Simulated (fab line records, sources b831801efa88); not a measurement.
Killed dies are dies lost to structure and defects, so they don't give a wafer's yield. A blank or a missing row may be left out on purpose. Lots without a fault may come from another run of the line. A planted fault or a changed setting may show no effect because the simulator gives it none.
Which tool did it? | flow sky130 | 12 lots, 36 wafers sampled, at 1 step of a route of 708

WHAT THE GAUGES READ, wafer by wafer
SKY_VIA1_THK_MEAS_01.
lot  | measured     | on            | VIA1_HDPCVD_THK (nm)
L075 | day 32 22:20 | film_metro-03 | 1025 1034 1040
L077 | day 33 14:14 | film_metro-03 | 1054 1041 1033
L079 | day 34 11:28 | film_metro-03 | 1043 1040 1052
L081 | day 35 03:24 | film_metro-02 | 1034 1055 1047
L083 | day 35 22:11 | film_metro-03 | 1043 1053 1035
L085 | day 36 07:58 | film_metro-03 | 1030 1030 1017
L087 | day 37 04:04 | film_metro-01 | 1039 1042 1032
L089 | day 37 19:16 | film_metro-01 | 1015 1024 1011
L091 | day 38 07:43 | film_metro-03 | 1046 1031 1037
L094 | day 39 06:11 | film_metro-03 | 1032 1015 1024
L095 | day 39 09:02 | film_metro-01 | 1036 1022 1010
L097 | day 39 20:28 | film_metro-01 | 1026 1020 1036

WHICH TOOL RAN EACH LOT (tool, then ch and the chambers of the sampled wafers, then the start)
The record holds no process step before these readings.

THE ANSWER, worked out from the rows above alone
Rule: what is usual is taken from the lots themselves. Put in order of their means at a reading, lots are off if they are a third of the lots or fewer, leave a main group of 4 or more, and stand apart from it by a gap of 3 or more times the standard deviation of the main group's means; of several such gaps the widest counts. A main group whose means are all the same, to the digits that the tables above print for the reading, isn't used. A lot without any number at a reading at which 4 lots or more have one is off too. The other lots that the step has rows for count as sound.
No lot is off at any reading shown: from this, nothing can be told.

WHAT THE SIMULATOR HAD PUT IN
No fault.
